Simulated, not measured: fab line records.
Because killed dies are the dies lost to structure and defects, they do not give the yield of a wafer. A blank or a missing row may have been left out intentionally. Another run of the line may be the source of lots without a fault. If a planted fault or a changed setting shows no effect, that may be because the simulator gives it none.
fab line records / flow sky130
record: lots: 6 wafers: 18 lastDay: 49
route steps=708 shown VIA1@460
lots that met no fault: taken from a fault-free run of the same line
startH: hours from the record's first day to the start of the lot's first wafer shown / waitH: how many hours have passed since the lot's step before this one / " identical to the entry in the row above / L1.1+2: several wafers, shown together as one row / - either no value or no given start / * or withheld: withheld / < > ~ a bound
route shown NAME@n: NAME is a module with steps in the file, n the number in the route of the first one / usual: the fault-free wafers' mean and standard deviation / same: alike in all rows / chamber/n: place in a boat / sites: the reading at each site / _std_site: their standard deviation / _edge_site: the outer-site mean with the inner-site mean subtracted / radiusMm: for every site, how far away it sits from the centre of the wafer / mask NAME#n: copy n / behind: the most recent tool/chamber to have shaped the wafer / hold: what put the lot on hold/how long, in hours/how the hold closed / device: the transistor (n, p or np) that didn't switch / end of line: the tests these same wafers got at the end of their route / a step with no rows: only its recipe / killed: at the first sort, the dies lost to defects and structure; wafer yield is something else / map: a wafer's dies, marking killed ones x, the rest . and places with no die _
set.NAME: setting as actually run; set.NAME@STEP: the setting as run at that earlier step / model.NAME: the simulator's own value behind a step, which no gauge read
certain route steps with their lots: each step a table, each wafer a row
services: the hour from which a tool's chamber was out of use, counted from the record's first day as startH (under 0 if before that day), plus the number of hours and why
== steps ==
step: SKY_VIA1_CMP_02
recipe: material: SiO2 downForcePsi: 4 platenRpm: 60 padVelocityMS: 0.94248
usual: edgeZonePressureFrac: 1.000/0.005 motorCurrentA: 12.2/0.9
lot.wafer=L527.2 tool=cmp-02 chamber=0 startH=776.41 waitH=0.2 edgeZonePressureFrac=1.012 motorCurrentA=10.7
lot.wafer=L527.4 tool=cmp-02 chamber=1 startH=776.41 waitH=0.2 edgeZonePressureFrac=0.995 motorCurrentA=11.7
lot.wafer=L527.6 tool=cmp-02 chamber=0 startH=776.41 waitH=0.2 edgeZonePressureFrac=1.005 motorCurrentA=10.8
lot.wafer=L529.2 tool=cmp-01 chamber=1 startH=794.50 waitH=0.1 edgeZonePressureFrac=0.999 motorCurrentA=14.1
lot.wafer=L529.4 tool=cmp-01 chamber=2 startH=794.50 waitH=0.1 edgeZonePressureFrac=0.997 motorCurrentA=11.7
lot.wafer=L529.6 tool=cmp-01 chamber=1 startH=794.50 waitH=0.1 edgeZonePressureFrac=1.004 motorCurrentA=13.2
lot.wafer=L531.1 tool=cmp-01 chamber=1 startH=810.39 waitH=0.1 edgeZonePressureFrac=0.999 motorCurrentA=13.5
lot.wafer=L531.5 tool=cmp-01 chamber=1 startH=810.39 waitH=0.1 edgeZonePressureFrac=1.002 motorCurrentA=13.5
lot.wafer=L531.6 tool=cmp-01 chamber=2 startH=810.39 waitH=0.1 edgeZonePressureFrac=0.994 motorCurrentA=12.7
lot.wafer=L532.1 tool=cmp-02 chamber=2 startH=821.37 waitH=0.1 edgeZonePressureFrac=1.000 motorCurrentA=13.1
lot.wafer=L532.4 tool=cmp-02 chamber=3 startH=821.37 waitH=0.1 edgeZonePressureFrac=0.992 motorCurrentA=12.1
lot.wafer=L532.5 tool=cmp-02 chamber=0 startH=821.37 waitH=0.1 edgeZonePressureFrac=1.005 motorCurrentA=10.7
lot.wafer=L541.3 tool=cmp-01 chamber=0 startH=878.03 waitH=0.0 edgeZonePressureFrac=1.009 motorCurrentA=12.7
lot.wafer=L541.6 tool=cmp-01 chamber=0 startH=878.03 waitH=0.0 edgeZonePressureFrac=1.001 motorCurrentA=12.2
lot.wafer=L541.5 tool=cmp-01 chamber=1 startH=878.03 waitH=0.0 edgeZonePressureFrac=0.998 motorCurrentA=14.0
lot.wafer=L542.2 tool=cmp-01 chamber=1 startH=889.06 waitH=0.1 edgeZonePressureFrac=1.003 motorCurrentA=13.8
lot.wafer=L542.1 tool=cmp-01 chamber=2 startH=889.06 waitH=0.1 edgeZonePressureFrac=1.003 motorCurrentA=12.8
lot.wafer=L542.5 tool=cmp-01 chamber=3 startH=889.06 waitH=0.1 edgeZonePressureFrac=0.992 motorCurrentA=11.3
step: SKY_VIA1_BOW_MEAS_03
recipe: mode: bow
usual: VIA1_BOW: 80/6.7
lot.wafer=L527.2 tool=filmMetro-03 chamber=- startH=776.73 waitH=0.3 VIA1_BOW[um]=74
lot.wafer=L527.4 tool=filmMetro-03 chamber=- startH=776.73 waitH=0.3 VIA1_BOW[um]=77
lot.wafer=L527.6 tool=filmMetro-03 chamber=- startH=776.73 waitH=0.3 VIA1_BOW[um]=79
lot.wafer=L529.2 tool=filmMetro-01 chamber=- startH=794.77 waitH=0.2 VIA1_BOW[um]=77
lot.wafer=L529.4 tool=filmMetro-01 chamber=- startH=794.77 waitH=0.2 VIA1_BOW[um]=76
lot.wafer=L529.6 tool=filmMetro-01 chamber=- startH=794.77 waitH=0.2 VIA1_BOW[um]=80
lot.wafer=L531.1 tool=filmMetro-01 chamber=- startH=810.69 waitH=0.2 VIA1_BOW[um]=85
lot.wafer=L531.5 tool=filmMetro-01 chamber=- startH=810.69 waitH=0.2 VIA1_BOW[um]=80
lot.wafer=L531.6 tool=filmMetro-01 chamber=- startH=810.69 waitH=0.2 VIA1_BOW[um]=74
lot.wafer=L532.1 tool=filmMetro-03 chamber=- startH=821.57 waitH=0.1 VIA1_BOW[um]=77
lot.wafer=L532.4 tool=filmMetro-03 chamber=- startH=821.57 waitH=0.1 VIA1_BOW[um]=81
lot.wafer=L532.5 tool=filmMetro-03 chamber=- startH=821.57 waitH=0.1 VIA1_BOW[um]=80
lot.wafer=L541.3 tool=filmMetro-02 chamber=- startH=878.37 waitH=0.3 VIA1_BOW[um]=90
lot.wafer=L541.5 tool=filmMetro-02 chamber=- startH=878.37 waitH=0.3 VIA1_BOW[um]=77
lot.wafer=L541.6 tool=filmMetro-02 chamber=- startH=878.37 waitH=0.3 VIA1_BOW[um]=73
lot.wafer=L542.1 tool=filmMetro-03 chamber=- startH=889.26 waitH=0.1 VIA1_BOW[um]=80
lot.wafer=L542.2 tool=filmMetro-03 chamber=- startH=889.26 waitH=0.1 VIA1_BOW[um]=79
lot.wafer=L542.5 tool=filmMetro-03 chamber=- startH=889.26 waitH=0.1 VIA1_BOW[um]=82
step: SKY_VIA1_DEHYDRATE_04
recipe: tempC: 200 timeS: 60
step: SKY_VIA1_HMDS_05
recipe: primeTimeS: 60 primeTempC: 120
step: SKY_VIA1_COAT_06
recipe: resist: BARC tempC: withheld timeS: withheld spinRpm: 3000 resistThkNm: 60
step: SKY_VIA1_COAT_07
recipe: resist: KrF-thick spinRpm: 3000 resistThkNm: 450
step: SKY_VIA1_SOFTBAKE_08
recipe: tempC: 100 timeS: 90 resist: KrF-thick
step: SKY_VIA1_EXPOSE_09
recipe: maskId: VIM na: 0.8 sourceShape: annular sigmaInner: 0.55 sigmaOuter: 0.85 targetCdNm: 150 doseMj: 38
step: SKY_VIA1_PEB_10
recipe: pebTempC: withheld pebTimeS: withheld resist: KrF-thick
step: SKY_VIA1_DEVELOP_11
recipe: developTimeS: 60 resist: KrF-thick devTempC: 21
step: SKY_VIA1_CD_MEAS_12
recipe: targetCdNm: 150
usual: cdNm: 150.6/1.7
lot.wafer=L527.2 tool=cdSem-01 chamber=- startH=802.51 waitH=- cdNm=147.9
lot.wafer=L527.4 tool=cdSem-01 chamber=- startH=802.51 waitH=- cdNm=148.2
lot.wafer=L527.6 tool=cdSem-01 chamber=- startH=802.51 waitH=- cdNm=147.2
lot.wafer=L529.2 tool=cdSem-02 chamber=- startH=821.16 waitH=- cdNm=150.7
lot.wafer=L529.4 tool=cdSem-02 chamber=- startH=821.16 waitH=- cdNm=150.5
lot.wafer=L529.6 tool=cdSem-02 chamber=- startH=821.16 waitH=- cdNm=150.4
lot.wafer=L531.1 tool=cdSem-02 chamber=- startH=836.60 waitH=- cdNm=150.4
lot.wafer=L531.5 tool=cdSem-02 chamber=- startH=836.60 waitH=- cdNm=151.7
lot.wafer=L531.6 tool=cdSem-02 chamber=- startH=836.60 waitH=- cdNm=151.6
lot.wafer=L532.1 tool=cdSem-02 chamber=- startH=847.19 waitH=- cdNm=150.0
lot.wafer=L532.4 tool=cdSem-02 chamber=- startH=847.19 waitH=- cdNm=149.3
lot.wafer=L532.5 tool=cdSem-02 chamber=- startH=847.19 waitH=- cdNm=149.3
lot.wafer=L541.3 tool=cdSem-02 chamber=- startH=903.64 waitH=- cdNm=152.8
lot.wafer=L541.5 tool=cdSem-02 chamber=- startH=903.64 waitH=- cdNm=151.6
lot.wafer=L541.6 tool=cdSem-02 chamber=- startH=903.64 waitH=- cdNm=154.1
lot.wafer=L542.1 tool=cdSem-01 chamber=- startH=914.09 waitH=- cdNm=152.4
lot.wafer=L542.2 tool=cdSem-01 chamber=- startH=914.09 waitH=- cdNm=152.5
lot.wafer=L542.5 tool=cdSem-01 chamber=- startH=914.09 waitH=- cdNm=150.8
step: SKY_VIA1_OVL_MEAS_13
usual: VIA1_OVL: -2/5.8
lot.wafer=L527.2 tool=overlay-02 chamber=- startH=802.61 waitH=0.1 VIA1_OVL[nm]=-3
lot.wafer=L527.4 tool=overlay-02 chamber=- startH=802.61 waitH=0.1 VIA1_OVL[nm]=-6
lot.wafer=L527.6 tool=overlay-02 chamber=- startH=802.61 waitH=0.1 VIA1_OVL[nm]=-1
lot.wafer=L529.2 tool=overlay-02 chamber=- startH=821.26 waitH=0.1 VIA1_OVL[nm]=-7
lot.wafer=L529.4 tool=overlay-02 chamber=- startH=821.26 waitH=0.1 VIA1_OVL[nm]=-11
lot.wafer=L529.6 tool=overlay-02 chamber=- startH=821.26 waitH=0.1 VIA1_OVL[nm]=-7
lot.wafer=L531.1 tool=overlay-02 chamber=- startH=836.72 waitH=0.1 VIA1_OVL[nm]=-4
lot.wafer=L531.5 tool=overlay-02 chamber=- startH=836.72 waitH=0.1 VIA1_OVL[nm]=0
lot.wafer=L531.6 tool=overlay-02 chamber=- startH=836.72 waitH=0.1 VIA1_OVL[nm]=-2
lot.wafer=L532.1 tool=overlay-01 chamber=- startH=847.31 waitH=0.1 VIA1_OVL[nm]=2
lot.wafer=L532.4 tool=overlay-01 chamber=- startH=847.31 waitH=0.1 VIA1_OVL[nm]=-7
lot.wafer=L532.5 tool=overlay-01 chamber=- startH=847.31 waitH=0.1 VIA1_OVL[nm]=-2
lot.wafer=L541.3 tool=overlay-01 chamber=- startH=903.73 waitH=0.1 VIA1_OVL[nm]=-7
lot.wafer=L541.5 tool=overlay-01 chamber=- startH=903.73 waitH=0.1 VIA1_OVL[nm]=-16
lot.wafer=L541.6 tool=overlay-01 chamber=- startH=903.73 waitH=0.1 VIA1_OVL[nm]=-10
lot.wafer=L542.1 tool=overlay-02 chamber=- startH=914.21 waitH=0.1 VIA1_OVL[nm]=-9
lot.wafer=L542.2 tool=overlay-02 chamber=- startH=914.21 waitH=0.1 VIA1_OVL[nm]=-1
lot.wafer=L542.5 tool=overlay-02 chamber=- startH=914.21 waitH=0.1 VIA1_OVL[nm]=-7
step: SKY_VIA1_ETCH_14
recipe: chemistry: N2/H2 target: BARC ionEnergyEv: 200 sourceW: 500 biasW: 100 pressureMtorr: 30 n2FlowSccm: 100 h2FlowSccm: 200 stopOn: SiO2 timeS: 45.9 targetDepthA: 600
usual: chamberPressureMTorr: 29.999/0.027 drypumpMotorCurrentA: 5.8/0.49 oesProductAu: 0.854/0.0045 throttleValvePct: 13.224/0.0098
lot.wafer=L527.2 tool=rieDiel-02 chamber=0 startH=802.64 waitH=0.0 chamberPressureMTorr=30.001 drypumpMotorCurrentA=6.1 oesProductAu=0.863 rfHoursCounterH=3 throttleValvePct=13.242 model.KrF-thick_of_VIA1_COAT_07.thkNm=389.7
lot.wafer=L527.4 tool=rieDiel-02 chamber=3 startH=802.64 waitH=0.0 chamberPressureMTorr=30.033 drypumpMotorCurrentA=6.4 oesProductAu=0.853 rfHoursCounterH=1 throttleValvePct=13.209 model.KrF-thick_of_VIA1_COAT_07.thkNm=390.8
lot.wafer=L527.6 tool=rieDiel-02 chamber=3 startH=802.64 waitH=0.0 chamberPressureMTorr=29.976 drypumpMotorCurrentA=6.4 oesProductAu=0.852 rfHoursCounterH=- throttleValvePct=13.244 model.KrF-thick_of_VIA1_COAT_07.thkNm=390.8
lot.wafer=L529.2 tool=rieDiel-02 chamber=3 startH=821.29 waitH=0.0 chamberPressureMTorr=29.963 drypumpMotorCurrentA=6.4 oesProductAu=0.861 rfHoursCounterH=1 throttleValvePct=13.221 model.KrF-thick_of_VIA1_COAT_07.thkNm=393.1
lot.wafer=L529.4 tool=rieDiel-02 chamber=1 startH=821.29 waitH=0.0 chamberPressureMTorr=30.017 drypumpMotorCurrentA=6.2 oesProductAu=0.857 rfHoursCounterH=3 throttleValvePct=13.222 model.KrF-thick_of_VIA1_COAT_07.thkNm=399.5
lot.wafer=L529.6 tool=rieDiel-02 chamber=3 startH=821.29 waitH=0.0 chamberPressureMTorr=29.974 drypumpMotorCurrentA=6.4 oesProductAu=0.857 rfHoursCounterH=- throttleValvePct=13.233 model.KrF-thick_of_VIA1_COAT_07.thkNm=392.3
lot.wafer=L531.1 tool=rieDiel-02 chamber=3 startH=836.76 waitH=0.0 chamberPressureMTorr=30.005 drypumpMotorCurrentA=6.4 oesProductAu=0.852 rfHoursCounterH=2 throttleValvePct=13.231 model.KrF-thick_of_VIA1_COAT_07.thkNm=397.9
lot.wafer=L531.5 tool=rieDiel-02 chamber=2 startH=836.76 waitH=0.0 chamberPressureMTorr=29.973 drypumpMotorCurrentA=5.4 oesProductAu=0.851 rfHoursCounterH=- throttleValvePct=13.250 model.KrF-thick_of_VIA1_COAT_07.thkNm=399.9
lot.wafer=L531.6 tool=rieDiel-02 chamber=1 startH=836.76 waitH=0.0 chamberPressureMTorr=30.001 drypumpMotorCurrentA=6.2 oesProductAu=0.860 rfHoursCounterH=- throttleValvePct=13.231 model.KrF-thick_of_VIA1_COAT_07.thkNm=392.6
lot.wafer=L532.1 tool=rieDiel-03 chamber=3 startH=847.34 waitH=0.0 chamberPressureMTorr=29.966 drypumpMotorCurrentA=6.3 oesProductAu=0.856 rfHoursCounterH=2 throttleValvePct=13.211 model.KrF-thick_of_VIA1_COAT_07.thkNm=392.2
lot.wafer=L532.4 tool=rieDiel-03 chamber=1 startH=847.34 waitH=0.0 chamberPressureMTorr=29.995 drypumpMotorCurrentA=5.1 oesProductAu=0.857 rfHoursCounterH=11 throttleValvePct=13.239 model.KrF-thick_of_VIA1_COAT_07.thkNm=391.8
lot.wafer=L532.5 tool=rieDiel-03 chamber=2 startH=847.34 waitH=0.0 chamberPressureMTorr=29.990 drypumpMotorCurrentA=5.4 oesProductAu=0.853 rfHoursCounterH=- throttleValvePct=13.217 model.KrF-thick_of_VIA1_COAT_07.thkNm=392.4
lot.wafer=L541.3 tool=rieDiel-02 chamber=2 startH=903.76 waitH=0.0 chamberPressureMTorr=30.027 drypumpMotorCurrentA=5.4 oesProductAu=0.846 rfHoursCounterH=4 throttleValvePct=13.215 model.KrF-thick_of_VIA1_COAT_07.thkNm=393.1
lot.wafer=L541.5 tool=rieDiel-02 chamber=1 startH=903.76 waitH=0.0 chamberPressureMTorr=29.961 drypumpMotorCurrentA=6.2 oesProductAu=0.859 rfHoursCounterH=- throttleValvePct=13.244 model.KrF-thick_of_VIA1_COAT_07.thkNm=393.1
lot.wafer=L541.6 tool=rieDiel-02 chamber=2 startH=903.76 waitH=0.0 chamberPressureMTorr=29.997 drypumpMotorCurrentA=5.4 oesProductAu=0.849 rfHoursCounterH=- throttleValvePct=13.238 model.KrF-thick_of_VIA1_COAT_07.thkNm=393.2
lot.wafer=L542.1 tool=rieDiel-04 chamber=2 startH=914.24 waitH=0.0 chamberPressureMTorr=29.974 drypumpMotorCurrentA=5.4 oesProductAu=0.858 rfHoursCounterH=20 throttleValvePct=13.224 model.KrF-thick_of_VIA1_COAT_07.thkNm=391.6
lot.wafer=L542.2 tool=rieDiel-04 chamber=3 startH=914.24 waitH=0.0 chamberPressureMTorr=29.991 drypumpMotorCurrentA=5.6 oesProductAu=0.858 rfHoursCounterH=10 throttleValvePct=13.219 model.KrF-thick_of_VIA1_COAT_07.thkNm=389.2
lot.wafer=L542.5 tool=rieDiel-04 chamber=0 startH=914.24 waitH=0.0 chamberPressureMTorr=30.036 drypumpMotorCurrentA=5.3 oesProductAu=0.862 rfHoursCounterH=- throttleValvePct=13.228 model.KrF-thick_of_VIA1_COAT_07.thkNm=390
step: SKY_VIA1_ETCH_15
recipe: target: SiO2 chemistry: C4F8/O2/Ar targetDepthNm: 351 stopOn: TiN maskMaterial: KrF-thick sourceW: 1500 biasW: 1200 pressureMtorr: 40 c4f8FlowSccm: withheld O2_flow_sccm: 6 Ar_flow_sccm: 300 timeS: 54
usual: chamberPressureMTorr: 40.00/0.036 oesProductAu: 0.982/0.006
lot.wafer=L527.2 tool=rieDiel-02 chamber=0 startH=802.69 waitH=0.0 chamberPressureMTorr=40.01 oesProductAu=0.988 rfHoursCounterH=3 model.KrF-thick_of_VIA1_COAT_07.thkNm=318.5
lot.wafer=L527.4 tool=rieDiel-02 chamber=3 startH=802.69 waitH=0.0 chamberPressureMTorr=39.98 oesProductAu=0.986 rfHoursCounterH=1 model.KrF-thick_of_VIA1_COAT_07.thkNm=320.2
lot.wafer=L527.6 tool=rieDiel-02 chamber=3 startH=802.69 waitH=0.0 chamberPressureMTorr=40.02 oesProductAu=0.988 rfHoursCounterH=- model.KrF-thick_of_VIA1_COAT_07.thkNm=319.5
lot.wafer=L529.2 tool=rieDiel-02 chamber=3 startH=821.33 waitH=0.0 chamberPressureMTorr=39.97 oesProductAu=0.989 rfHoursCounterH=1 model.KrF-thick_of_VIA1_COAT_07.thkNm=323
lot.wafer=L529.4 tool=rieDiel-02 chamber=1 startH=821.33 waitH=0.0 chamberPressureMTorr=40.02 oesProductAu=0.982 rfHoursCounterH=3 model.KrF-thick_of_VIA1_COAT_07.thkNm=330.2
lot.wafer=L529.6 tool=rieDiel-02 chamber=3 startH=821.33 waitH=0.0 chamberPressureMTorr=40.03 oesProductAu=0.982 rfHoursCounterH=- model.KrF-thick_of_VIA1_COAT_07.thkNm=321.9
lot.wafer=L531.1 tool=rieDiel-02 chamber=3 startH=836.80 waitH=0.0 chamberPressureMTorr=40.02 oesProductAu=0.983 rfHoursCounterH=2 model.KrF-thick_of_VIA1_COAT_07.thkNm=327.3
lot.wafer=L531.5 tool=rieDiel-02 chamber=2 startH=836.80 waitH=0.0 chamberPressureMTorr=39.98 oesProductAu=0.989 rfHoursCounterH=- model.KrF-thick_of_VIA1_COAT_07.thkNm=329.6
lot.wafer=L531.6 tool=rieDiel-02 chamber=1 startH=836.80 waitH=0.0 chamberPressureMTorr=39.97 oesProductAu=0.988 rfHoursCounterH=- model.KrF-thick_of_VIA1_COAT_07.thkNm=323
lot.wafer=L532.1 tool=rieDiel-03 chamber=3 startH=847.38 waitH=0.0 chamberPressureMTorr=40.01 oesProductAu=0.984 rfHoursCounterH=2 model.KrF-thick_of_VIA1_COAT_07.thkNm=321
lot.wafer=L532.4 tool=rieDiel-03 chamber=1 startH=847.38 waitH=0.0 chamberPressureMTorr=40.03 oesProductAu=0.977 rfHoursCounterH=11 model.KrF-thick_of_VIA1_COAT_07.thkNm=321
lot.wafer=L532.5 tool=rieDiel-03 chamber=2 startH=847.38 waitH=0.0 chamberPressureMTorr=40.01 oesProductAu=0.975 rfHoursCounterH=- model.KrF-thick_of_VIA1_COAT_07.thkNm=323.2
lot.wafer=L541.3 tool=rieDiel-02 chamber=2 startH=903.80 waitH=0.0 chamberPressureMTorr=39.94 oesProductAu=0.973 rfHoursCounterH=4 model.KrF-thick_of_VIA1_COAT_07.thkNm=322.9
lot.wafer=L541.5 tool=rieDiel-02 chamber=1 startH=903.80 waitH=0.0 chamberPressureMTorr=40.00 oesProductAu=0.988 rfHoursCounterH=- model.KrF-thick_of_VIA1_COAT_07.thkNm=323.2
lot.wafer=L541.6 tool=rieDiel-02 chamber=2 startH=903.80 waitH=0.0 chamberPressureMTorr=40.01 oesProductAu=0.972 rfHoursCounterH=- model.KrF-thick_of_VIA1_COAT_07.thkNm=323.8
lot.wafer=L542.1 tool=rieDiel-04 chamber=2 startH=914.28 waitH=0.0 chamberPressureMTorr=39.95 oesProductAu=0.979 rfHoursCounterH=20 model.KrF-thick_of_VIA1_COAT_07.thkNm=322
lot.wafer=L542.2 tool=rieDiel-04 chamber=3 startH=914.28 waitH=0.0 chamberPressureMTorr=40.06 oesProductAu=0.990 rfHoursCounterH=10 model.KrF-thick_of_VIA1_COAT_07.thkNm=318.5
lot.wafer=L542.5 tool=rieDiel-04 chamber=0 startH=914.28 waitH=0.0 chamberPressureMTorr=40.03 oesProductAu=0.988 rfHoursCounterH=- model.KrF-thick_of_VIA1_COAT_07.thkNm=318.7
step: SKY_VIA1_STRIP_16
recipe: chemistry: O2/N2 powerW: 1400 pressureMtorr: 1500 platenTempC: withheld o2FlowSccm: 3000 n2FlowSccm: 300 overashFraction: 0.5
usual: chamberPressureMTorr: 1500.1/1.4 drypumpMotorCurrentA: 5.7/0.4 oesProductAu: 0.415/0.0046 stripTimeToEndpointS: 4.442/0.024
lot.wafer=L527.2 tool=plasmaAsher-02 chamber=0 startH=802.73 waitH=0.0 chamberPressureMTorr=1499.3 drypumpMotorCurrentA=6.2 oesProductAu=0.413 rfHoursCounterH=6 stripTimeToEndpointS=4.405
lot.wafer=L527.4 tool=plasmaAsher-02 chamber=1 startH=802.73 waitH=0.0 chamberPressureMTorr=1498.3 drypumpMotorCurrentA=5.1 oesProductAu=0.420 rfHoursCounterH=- stripTimeToEndpointS=4.430
lot.wafer=L527.6 tool=plasmaAsher-02 chamber=1 startH=802.73 waitH=0.0 chamberPressureMTorr=1501.3 drypumpMotorCurrentA=5.1 oesProductAu=0.420 rfHoursCounterH=- stripTimeToEndpointS=4.415
lot.wafer=L529.2 tool=plasmaAsher-01 chamber=1 startH=821.38 waitH=0.0 chamberPressureMTorr=1498.4 drypumpMotorCurrentA=6.2 oesProductAu=0.419 rfHoursCounterH=71 stripTimeToEndpointS=4.442
lot.wafer=L529.4 tool=plasmaAsher-01 chamber=1 startH=821.38 waitH=0.0 chamberPressureMTorr=1501.8 drypumpMotorCurrentA=6.2 oesProductAu=0.414 rfHoursCounterH=- stripTimeToEndpointS=4.543
lot.wafer=L529.6 tool=plasmaAsher-01 chamber=1 startH=821.38 waitH=0.0 chamberPressureMTorr=1501.6 drypumpMotorCurrentA=6.2 oesProductAu=0.417 rfHoursCounterH=- stripTimeToEndpointS=4.445
lot.wafer=L531.1 tool=plasmaAsher-01 chamber=0 startH=836.85 waitH=0.0 chamberPressureMTorr=1500.9 drypumpMotorCurrentA=5.3 oesProductAu=0.422 rfHoursCounterH=72 stripTimeToEndpointS=4.482
lot.wafer=L531.5 tool=plasmaAsher-01 chamber=0 startH=836.85 waitH=0.0 chamberPressureMTorr=1501.9 drypumpMotorCurrentA=5.3 oesProductAu=0.423 rfHoursCounterH=- stripTimeToEndpointS=4.526
lot.wafer=L531.6 tool=plasmaAsher-01 chamber=1 startH=836.85 waitH=0.0 chamberPressureMTorr=1498.2 drypumpMotorCurrentA=6.1 oesProductAu=0.427 rfHoursCounterH=- stripTimeToEndpointS=4.464
lot.wafer=L532.1 tool=plasmaAsher-03 chamber=1 startH=847.43 waitH=0.0 chamberPressureMTorr=1499.4 drypumpMotorCurrentA=5.6 oesProductAu=0.422 rfHoursCounterH=103 stripTimeToEndpointS=4.443
lot.wafer=L532.4 tool=plasmaAsher-03 chamber=0 startH=847.43 waitH=0.0 chamberPressureMTorr=1501.3 drypumpMotorCurrentA=5.7 oesProductAu=0.411 rfHoursCounterH=- stripTimeToEndpointS=4.438
lot.wafer=L532.5 tool=plasmaAsher-03 chamber=1 startH=847.43 waitH=0.0 chamberPressureMTorr=1499.6 drypumpMotorCurrentA=5.6 oesProductAu=0.417 rfHoursCounterH=- stripTimeToEndpointS=4.457
lot.wafer=L541.3 tool=plasmaAsher-01 chamber=1 startH=903.88 waitH=0.1 chamberPressureMTorr=1498.7 drypumpMotorCurrentA=6.2 oesProductAu=0.425 rfHoursCounterH=- stripTimeToEndpointS=4.472
lot.wafer=L541.5 tool=plasmaAsher-01 chamber=1 startH=903.88 waitH=0.1 chamberPressureMTorr=1501.7 drypumpMotorCurrentA=6.2 oesProductAu=0.421 rfHoursCounterH=- stripTimeToEndpointS=4.457
lot.wafer=L541.6 tool=plasmaAsher-01 chamber=0 startH=903.88 waitH=0.1 chamberPressureMTorr=1499.2 drypumpMotorCurrentA=5.3 oesProductAu=0.414 rfHoursCounterH=- stripTimeToEndpointS=4.467
lot.wafer=L542.1 tool=plasmaAsher-02 chamber=0 startH=914.33 waitH=0.0 chamberPressureMTorr=1502.0 drypumpMotorCurrentA=6.3 oesProductAu=0.414 rfHoursCounterH=17 stripTimeToEndpointS=4.456
lot.wafer=L542.2 tool=plasmaAsher-02 chamber=1 startH=914.33 waitH=0.0 chamberPressureMTorr=1497.6 drypumpMotorCurrentA=5.1 oesProductAu=0.416 rfHoursCounterH=17 stripTimeToEndpointS=4.415
lot.wafer=L542.5 tool=plasmaAsher-02 chamber=1 startH=914.33 waitH=0.0 chamberPressureMTorr=1500.8 drypumpMotorCurrentA=5.1 oesProductAu=0.414 rfHoursCounterH=- stripTimeToEndpointS=4.427
step: SKY_VIA1_STRIP_17
recipe: chemistry: postEtchResidueRemover timeS: 1200 tempC: 72.5
== services ==
tool=rieDiel-02 chamber=3 startH=752.77 hours=- kind=clean
tool=rieDiel-02 chamber=3 startH=752.77 hours=28.4 kind=scheduledDown
tool=rieDiel-02 chamber=3 startH=752.77 hours=28.4 kind=ventCycle
tool=rieDiel-04 chamber=3 startH=756.04 hours=2.6 kind=repair
tool=plasmaAsher-03 chamber=- startH=761.68 hours=0.8 kind=repair
tool=cmp-02 chamber=- startH=770.27 hours=2.5 kind=repair
tool=cmp-01 chamber=- startH=772.61 hours=15.7 kind=repair
tool=rieDiel-04 chamber=2 startH=775.56 hours=3.5 kind=repair
tool=rieDiel-03 chamber=3 startH=780.92 hours=- kind=clean
tool=rieDiel-03 chamber=3 startH=780.92 hours=16.8 kind=scheduledDown
tool=rieDiel-03 chamber=3 startH=780.92 hours=16.8 kind=ventCycle
tool=rieDiel-02 chamber=2 startH=787.87 hours=7.6 kind=repair
tool=rieDiel-03 chamber=1 startH=788.88 hours=2.7 kind=repair
tool=plasmaAsher-03 chamber=- startH=803.68 hours=15.6 kind=repair
tool=rieDiel-02 chamber=0 startH=811.91 hours=2.8 kind=repair
tool=rieDiel-04 chamber=2 startH=812.05 hours=1.5 kind=repair
tool=cmp-01 chamber=- startH=824.60 hours=0.7 kind=repair
tool=cmp-02 chamber=- startH=875.67 hours=2.1 kind=repair
tool=rieDiel-03 chamber=2 startH=880.46 hours=2.4 kind=repair
tool=plasmaAsher-03 chamber=- startH=890.27 hours=4.5 kind=repair
tool=plasmaAsher-03 chamber=- startH=903.29 hours=0.5 kind=repair
tool=plasmaAsher-02 chamber=- startH=908.50 hours=3.0 kind=repair
tool=rieDiel-02 chamber=- startH=911.60 hours=2.8 kind=pm
tool=cmp-01 chamber=- startH=912.15 hours=4.0 kind=pm
== key ==
firstSign: step: SKY_VIA1_STRIP_16 reading: stripTimeToEndpointS direction: up sigmas: 3.1 usual: * struck: *
effect none on later readings
modelEffect: step: SKY_VIA1_ETCH_14 value: KrF-thick_of_VIA1_COAT_07.thkNm without: 392.3 struck: 399.1
modelEffect: step: SKY_VIA1_ETCH_15 value: KrF-thick_of_VIA1_COAT_07.thkNm without: 322.2 struck: 329
metAt SKY_VIA1_ETCH_14
struckWafers L529.4,L531.1,L531.5
onsetBetween 802.64 821.29
fault: kind: processParameterDrift tool: rieDiel-02 chamber: - onsetH: 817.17 steps: SKY_VIA1_ETCH_14 channel: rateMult offset: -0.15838 shape: step endH: 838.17 scope: struckWafersOnly
